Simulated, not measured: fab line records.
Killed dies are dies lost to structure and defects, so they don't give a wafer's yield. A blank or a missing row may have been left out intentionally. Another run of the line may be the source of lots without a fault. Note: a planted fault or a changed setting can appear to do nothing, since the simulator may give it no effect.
fab line records | flow sky130
record lots=13 wafers=37 lastDay=50
route steps=708 shown CAP2M@616 VIA4@641 METAL5@665
lots with no fault: from the same line, run without faults
startH: the number of hours between the record's first day and the start of the first shown wafer of the lot | waitH: hours elapsed since this lot's preceding step | " the same as in the row above | L1.1+2: one row covering several wafers at once | - no value present, or no start provided | * or withheld: withheld | < > ~ a bound
route shown NAME@n: names a module that has steps shown in the file, with the first one's number in the route | usual: the fault-free wafers' mean and standard deviation | same: alike in all rows | chamber/n: place in a boat | sites: each site's reading | _std_site: the values' standard deviation | _edge_site: the outer-site mean with the inner-site mean subtracted | radiusMm: for every site, how far away it sits from the centre of the wafer | mask NAME#n: copy n | behind: the most recent tool/chamber to have shaped the wafer | hold: why the lot was held/for how many hours/how that ended | device: names the non-switching transistor (n, p or np) | end of line: tests run on the same wafers once the route is complete | for a step that has no rows: nothing shown but its recipe | killed: at the first sort, the dies lost to defects and structure; wafer yield is something else | map: dies across one wafer; x = killed, . = not, _ = none there
set.NAME: the run value of the setting; set.NAME@STEP: its run value at that earlier step | model.NAME: the simulator's own value behind a step, which no gauge read
one table for each step of the route and one row for each wafer, over a sample of lots
services: when a tool's chamber went out of use (startH, in hours from the record's first day, below 0 if earlier), for how many hours, and the reason
## steps
# step SKY_CAP2M_METAL_ETCH_13
# recipe targetDepthNm=220 stopOn=SiO2 chemistry=Cl2/BCl3 target=TiN pressureMtorr=10 icpW=900 biasW=48.5 Cl2_flow_sccm=60 bcl3FlowSccm=30 timeS=62.9
# usual drypumpMotorCurrentA=5.82/0.3 oesProductAu=0.942/0.0066 rfFwdPowerW=894/3.2 throttleValvePct=21.901/0.0092
# columns lot.wafer tool chamber startH waitH drypumpMotorCurrentA oesProductAu rfFwdPowerW rfHoursCounterH throttleValvePct
L451.1 rieMetal-02 1 989.34 0.0 5.69 0.932 893 10 21.900
L451.3 " 1 " " 5.69 0.938 897 - 21.918
L451.4 " 0 " " 5.64 0.944 898 - 21.901
L449.1 rieMetal-02 1 994.28 0.0 5.70 0.940 894 10 21.914
L449.4 " 1 " " 5.71 0.931 893 - 21.916
L449.5 " 1 " " 5.71 0.941 896 - 21.906
L454.5 rieMetal-02 0 1010.79 0.1 5.62 0.935 892 - 21.916
L455.3 rieMetal-01 0 1017.67 0.0 6.41 0.943 895 - 21.905
L455.4 " 1 " " 6.24 0.961 897 - 21.897
L455.5 " 1 " " 6.25 0.943 893 - 21.893
L456.3 rieMetal-02 1 1025.52 0.0 5.69 0.935 892 - 21.903
L456.5 " 1 " " 5.69 0.939 895 - 21.915
L456.6 " 0 " " 5.61 0.946 893 - 21.898
L457.1 rieMetal-01 0 1032.48 0.0 6.44 0.944 899 8 21.895
L457.2 " 1 " " 6.23 0.948 892 14 21.893
L457.4 " 0 " " 6.41 0.951 894 - 21.892
L458.1 rieMetal-03 1 1035.54 0.0 5.74 0.941 892 21 21.900
L458.3 " 0 " " 5.54 0.943 890 - 21.894
L458.5 " 0 " " 5.51 0.946 891 - 21.906
L459.1 rieMetal-03 0 1044.64 0.0 5.53 0.942 895 14 21.880
L459.3 " 0 " " 5.52 0.949 891 - 21.891
L459.5 " 0 " " 5.53 0.951 892 - 21.895
L460.3 rieMetal-02 1 1047.06 0.0 5.67 0.947 896 - 21.897
L460.4 " 0 " " 5.62 0.949 888 - 21.896
L460.6 " 1 " " 5.70 0.943 894 - 21.903
L461.2 rieMetal-02 0 1050.68 0.0 5.58 0.936 890 14 21.904
L461.3 " 0 " " 5.60 0.936 887 - 21.890
L461.6 " 1 " " 5.69 0.943 892 - 21.911
L462.1 rieMetal-02 1 1057.69 0.0 5.70 0.946 892 13 21.890
L462.2 " 0 " " 5.59 0.949 894 14 21.893
L462.3 " 1 " " 5.70 0.944 896 - 21.913
L467.2 rieMetal-02 0 1094.14 0.0 5.60 0.940 892 17 21.903
L467.3 " 0 " " 5.60 0.951 894 - 21.902
L467.4 " 1 " " 5.71 0.947 898 - 21.911
L468.4 rieMetal-03 1 1097.77 0.0 5.75 0.934 894 - 21.886
L468.5 " 1 " " 5.72 0.940 896 - 21.913
L468.6 " 0 " " 5.53 0.946 895 - 21.901
# step SKY_VIA4_CMP_02
# recipe material=SiO2 downForcePsi=4 platenRpm=60 padVelocityMS=0.94248
# usual motorCurrentA=12.0/0.84 platenRpm=60.00/0.038
# columns lot.wafer tool chamber startH waitH motorCurrentA platenRpm
L451.4 cmp-02 2 1016.38 1.6 12.0 60.04
L451.1 " 3 " " 12.9 59.99
L451.3 " 0 " " 12.0 59.97
L449.1 cmp-01 2 1020.51 0.1 12.8 60.00
L449.4 " 3 " " 10.4 60.01
L449.5 " 2 " " 12.7 59.97
L454.5 cmp-01 0 1035.33 0.3 12.5 59.98
L455.4 cmp-02 2 1041.81 0.0 12.0 59.95
L455.3 " 3 " " 12.4 59.99
L455.5 " 2 " " 11.4 59.98
L456.3 cmp-02 2 1050.20 0.2 11.4 60.04
L456.6 " 3 " " 12.8 60.03
L456.5 " 0 " " 12.4 60.04
L457.1 cmp-02 1 1055.76 0.1 12.6 60.00
L457.4 " 3 " " 13.1 60.02
L457.2 " 0 " " 12.3 60.06
L458.3 cmp-02 1 1058.91 0.1 12.5 60.06
L458.1 " 2 " " 11.1 59.98
L458.5 " 0 " " 12.2 59.95
L459.3 cmp-01 2 1067.91 0.0 12.8 60.03
L459.1 " 3 " " 10.8 60.04
L459.5 " 2 " " 13.3 60.04
L460.3 cmp-02 2 1070.20 0.0 11.5 59.99
L460.4 " 3 " " 12.4 59.99
L460.6 " 3 " " 12.7 59.96
L461.3 cmp-01 2 1074.57 0.3 13.2 59.97
L461.2 " 1 " " 10.5 60.04
L461.6 " 3 " " 10.5 60.04
L462.1 cmp-02 2 1081.00 0.1 11.2 59.97
L462.3 " 3 " " 12.7 60.01
L462.2 " 1 " " 12.5 60.01
L467.2 cmp-02 2 1117.02 0.1 11.5 60.06
L467.3 " 3 " " 12.6 60.02
L467.4 " 0 " " 11.8 60.01
L468.4 cmp-02 3 1121.40 0.1 12.6 60.10
L468.5 " 1 " " 12.4 59.99
L468.6 " 2 " " 11.0 60.09
# step SKY_VIA4_ETCH_12
# recipe target=SiO2 chemistry=C4F8/O2/Ar stopOn=TiN maskMaterial=NOVOLAK sourceW=1500 biasW=1200 pressureMtorr=40 c4f8FlowSccm=withheld O2_flow_sccm=6 Ar_flow_sccm=300 timeS=withheld targetDepthA=5800
# usual oesProductAu=0.926/0.0053 rfFwdPowerW=1490/5.1
# columns lot.wafer tool chamber startH waitH oesProductAu rfFwdPowerW
L451.1 rieDiel-04 2 1038.03 0.0 0.928 1496
L451.3 " 0 " " 0.930 1488
L451.4 " 3 " " 0.926 1489
L449.1 rieDiel-04 3 1042.29 0.0 0.929 1490
L449.4 " 0 " " 0.933 1501
L449.5 " 0 " " 0.929 1486
L454.5 rieDiel-04 2 1056.97 0.0 0.927 1249
L455.3 rieDiel-01 0 1063.49 0.0 0.932 1491
L455.4 " 1 " " 0.934 1487
L455.5 " 3 " " 0.935 1494
L456.3 rieDiel-01 0 1071.73 0.0 0.934 1494
L456.5 " 2 " " 0.924 1483
L456.6 " 3 " " 0.921 1495
L457.1 rieDiel-02 1 1076.78 0.0 0.921 1483
L457.2 " 0 " " 0.926 1495
L457.4 " 3 " " 0.916 1487
L458.1 rieDiel-01 2 1082.44 0.0 0.922 1496
L458.3 " 3 " " 0.932 1494
L458.5 " 3 " " 0.926 1488
L459.1 rieDiel-01 2 1089.69 0.0 0.930 1493
L459.3 " 1 " " 0.921 1488
L459.5 " 1 " " 0.927 1491
L460.3 rieDiel-01 3 1091.93 0.0 0.931 1484
L460.4 " 0 " " 0.930 1499
L460.6 " 3 " " 0.925 1492
L461.2 rieDiel-02 0 1096.44 0.0 0.922 1488
L461.3 " 2 " " 0.929 1497
L461.6 " 1 " " 0.925 1489
L462.1 rieDiel-02 3 1101.94 0.0 0.925 1478
L462.2 " 1 " " 0.921 1485
L462.3 " 2 " " 0.920 1496
L467.2 rieDiel-01 1 1137.19 0.0 0.924 1492
L467.3 " 0 " " 0.928 1485
L467.4 " 3 " " 0.918 1488
L468.4 rieDiel-01 2 1140.84 0.0 0.914 1495
L468.5 " 1 " " 0.926 1485
L468.6 " 2 " " 0.927 1495
# step SKY_VIA4_STRIP_13
# recipe chemistry=O2/N2 powerW=1400 pressureMtorr=1500 platenTempC=withheld o2FlowSccm=3000 n2FlowSccm=300 overashFraction=0.5
# usual drypumpMotorCurrentA=5.8/0.44 oesProductAu=0.710/0.0044 stripTimeToEndpointS=12.82/0.036
# columns lot.wafer tool chamber startH waitH drypumpMotorCurrentA oesProductAu rfHoursCounterH stripTimeToEndpointS
L451.1 plasmaAsher-03 0 1038.10 - 5.5 0.715 120 12.77
L451.3 " 0 " " 5.5 0.718 - 12.77
L451.4 " 1 " " 5.6 0.709 - 12.81
L449.1 plasmaAsher-03 1 1042.36 - 5.6 0.710 121 12.89
L449.4 " 0 " " 5.4 0.706 - 12.87
L449.5 " 1 " " 5.6 0.708 - 12.88
L454.5 plasmaAsher-04 1 1057.07 - 6.8 0.719 - 12.96
L455.3 plasmaAsher-02 1 1063.60 - 6.1 0.707 - 12.81
L455.4 " 0 " " 5.4 0.713 - 12.81
L455.5 " 1 " " 6.0 0.710 - 12.81
L456.3 plasmaAsher-02 0 1071.83 - 5.4 0.709 - 12.77
L456.5 " 0 " " 5.4 0.715 - 12.79
L456.6 " 1 " " 6.0 0.711 - 12.85
L457.1 plasmaAsher-04 1 1076.85 - 6.8 0.705 34 12.91
L457.2 " 0 " " 6.3 0.714 34 12.82
L457.4 " 0 " " 6.3 0.717 - 12.91
L458.1 plasmaAsher-04 0 1082.51 - 6.3 0.710 34 12.84
L458.3 " 1 " " 6.8 0.705 - 12.78
L458.5 " 0 " " 6.3 0.704 - 12.78
L459.1 plasmaAsher-03 1 1089.76 - 5.5 0.707 3 12.79
L459.3 " 0 " " 5.5 0.709 - 12.82
L459.5 " 0 " " 5.5 0.712 - 12.82
L460.3 plasmaAsher-02 0 1092.03 - 5.4 0.700 - 12.83
L460.4 " 1 " " 6.0 0.709 - 12.85
L460.6 " 0 " " 5.4 0.709 - 12.85
L461.2 plasmaAsher-03 0 1096.51 - 5.5 0.709 3 12.77
L461.3 " 1 " " 5.6 0.709 - 12.85
L461.6 " 0 " " 5.5 0.718 - 12.81
L462.1 plasmaAsher-02 0 1102.01 - 5.4 0.703 96 12.76
L462.2 " 1 " " 6.0 0.705 96 12.78
L462.3 " 1 " " 6.1 0.717 - 12.78
L467.2 plasmaAsher-02 1 1137.26 - 6.0 0.705 99 12.79
L467.3 " 1 " " 6.0 0.712 - 12.81
L467.4 " 0 " " 5.4 0.711 - 12.85
L468.4 plasmaAsher-03 1 1140.94 - 5.6 0.713 - 12.80
L468.5 " 1 " " 5.5 0.708 - 12.79
L468.6 " 0 " " 5.4 0.708 - 12.79
# step SKY_METAL5_SPUTTER_04
# recipe material=TiN targetThkNm=70 powerW=6500 timeS=58.3 chamberPressurePa=0.4
# usual cathodeDcPowerW=6500.0/1.2 throttleValvePct=30.2/1.2
# columns lot.wafer tool chamber startH waitH cathodeDcPowerW throttleValvePct
L451.1 pvdSputter-01 - 1039.53 0.0 6500.4 30.8
L451.3 " - " " 6500.3 31.7
L451.4 " - " " 6500.1 32.1
L449.1 pvdSputter-03 - 1043.77 0.0 6502.5 31.9
L449.4 " - " " 6501.6 28.4
L449.5 " - " " 6499.7 28.2
L454.5 pvdSputter-03 - 1058.43 0.0 6498.4 32.0
L455.3 pvdSputter-01 - 1065.00 0.0 6499.1 31.9
L455.4 " - " " 6501.0 30.7
L455.5 " - " " 6500.7 31.1
L456.3 pvdSputter-03 - 1073.23 0.0 6499.1 30.1
L456.5 " - " " 6501.0 29.3
L456.6 " - " " 6499.1 31.7
L457.1 pvdSputter-01 - 1078.59 0.0 6500.8 30.4
L457.2 " - " " 6499.6 32.0
L457.4 " - " " 6501.0 31.0
L458.1 pvdSputter-01 - 1083.92 0.0 6500.8 31.7
L458.3 " - " " 6499.9 29.5
L458.5 " - " " 6498.5 30.8
L459.1 pvdSputter-03 - 1091.52 0.0 6499.8 28.6
L459.3 " - " " 6501.7 30.3
L459.5 " - " " 6498.6 29.2
L460.3 pvdSputter-01 - 1094.82 0.0 6500.7 30.8
L460.4 " - " " 6499.6 31.8
L460.6 " - " " 6499.2 29.6
L461.2 pvdSputter-04 - 1097.95 0.0 6499.8 31.7
L461.3 " - " " 6498.8 28.6
L461.6 " - " " 6501.9 28.8
L462.1 pvdSputter-01 - 1103.42 0.0 6500.8 30.5
L462.2 " - " " 6498.5 31.0
L462.3 " - " " 6500.0 29.8
L467.2 pvdSputter-04 - 1138.70 0.0 6497.6 28.6
L467.3 " - " " 6499.4 28.6
L467.4 " - " " 6497.2 28.5
L468.4 pvdSputter-03 - 1142.49 0.0 6497.2 29.3
L468.5 " - " " 6498.2 28.3
L468.6 " - " " 6500.2 31.8
## services
# columns tool chamber startH hours kind
rieDiel-02 3 967.10 8.3 repair
plasmaAsher-04 - 972.61 2.8 pm
cmp-02 - 990.19 1.6 repair
cmp-02 - 1011.68 4.4 pm
rieDiel-02 3 1014.20 1.8 repair
cmp-01 - 1014.27 4.6 repair
plasmaAsher-03 - 1019.60 2.8 pm
pvdSputter-01 - 1040.28 6.3 repair
rieDiel-01 2 1047.04 2.9 repair
cmp-01 - 1052.83 3.3 repair
plasmaAsher-02 - 1054.45 8.7 repair
plasmaAsher-03 - 1055.25 9.0 pm
rieMetal-02 - 1063.49 2.8 pm
cmp-02 - 1084.44 4.0 pm
rieDiel-02 3 1086.40 4.4 repair
cmp-02 - 1088.44 - consumableReplace:conditioner
cmp-01 - 1088.62 6.0 pm
rieDiel-04 0 1089.95 6.4 repair
rieMetal-02 - 1090.22 1.0 repair
rieDiel-01 3 1099.04 2.9 repair
cmp-02 - 1104.17 4.9 pm
rieDiel-04 1 1129.53 2.9 repair
cmp-01 - 1133.41 2.2 repair
rieDiel-04 - 1135.42 14.6 pm
## key
firstSign step=SKY_VIA4_ETCH_12 reading=rfFwdPowerW direction=down sigmas=47 usual=1490 struck=1249
effect step=SKY_VIA4_STRIP_13 reading=stripTimeToEndpointS direction=up sigmas=3.8 usual=* struck=*
metAt SKY_VIA4_ETCH_12
struckLots L454
struckWafers L454.5
sortLeftOut L454.5
testerLeftOut L454
notActingAt SKY_CAP2M_METAL_ETCH_13,SKY_VIA4_CMP_02,SKY_METAL5_SPUTTER_04
onsetBetween 1038.03 1056.97
earlierFault kind=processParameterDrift tool=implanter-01 chamber=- onsetH=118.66 steps=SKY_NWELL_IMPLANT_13 channel=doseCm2 offset=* shape=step endH=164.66 actsIn=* stated=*
fault kind=processParameterDrift tool=rieDiel-04 chamber=2 onsetH=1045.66 steps=SKY_VIA4_ETCH_12 channel=sourceW offset=-240 shape=step actsIn=theseRecipesOnly stated=1500
# testerLeftOut: of these lots the tester's yield and bins aren't shown, on N5 and GAA mostly nor the transistor test; their killed dies are dies lost to structure and defects alone, not to doping, threshold or leakage, so they don't give the yield
# sortLeftOut: the simulated sort isn't trusted on such a fault, so these wafers' sort isn't shown, and their yield isn't known
